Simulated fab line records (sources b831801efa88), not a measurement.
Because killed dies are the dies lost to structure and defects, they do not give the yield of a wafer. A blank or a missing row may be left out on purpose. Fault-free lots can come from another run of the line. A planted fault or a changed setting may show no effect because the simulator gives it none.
One fault seen from 2 desks ; flow gf180mcu ; what lay behind the numbers comes last; until then each desk has only its own

## AT THE METROLOGY DESK
What the gauges read for every lot (on any tool): the sampled wafers with a number, averaged. Marked OUT: a lot whose mean sits more than 4 standard deviations from the usual mean, which makes it out of limits; the brackets give that distance.
Columns: A = PASSIVATION_BOW at GF_PASSIVATION_BOW_MEAS_14, usual 136 um
lot;first seen here;A
L977;day 28 21:55;128
L979;day 29 16:47;149
L980;day 29 20:35;157
L984;day 31 09:26;135
L987;day 32 01:50;129
L988;day 32 08:07;131
L991;day 33 02:01;128
L995;day 33 22:41;153
L996;day 34 01:54;151
L998;day 34 14:56;144
L999;day 34 21:50;125
L100;day 35 00:59;127
This desk found nothing out of limits on any of the 12 lots.

## DESK OF THE TOOL OWNER: pvd-sputter-01
The tool's own readings at GF_TOP_METAL_SPUTTER_01 (material TiN, target thk 30 nm, time 25 s): means of the sampled wafers that have a number, for each lot that ran on this tool. Marked OUT: a lot whose mean sits more than 4 standard deviations from the usual mean, which makes it out of limits; the brackets give that distance.
Columns: A = throttle-valve-pct at GF_TOP_METAL_SPUTTER_01, usual 29.8 %
lot;first seen here;A
L980;day 28 03:05;28.8
L984;day 29 18:33;28.8
L987;day 30 11:06;29.6
This desk found nothing out of limits on any of the 3 lots.

## PUT TOGETHER
Metrology desk: nothing out of limits seen.
Nothing out of limits was seen by the tool owner's desk.

## WHAT THE SIMULATOR HAD PUT IN
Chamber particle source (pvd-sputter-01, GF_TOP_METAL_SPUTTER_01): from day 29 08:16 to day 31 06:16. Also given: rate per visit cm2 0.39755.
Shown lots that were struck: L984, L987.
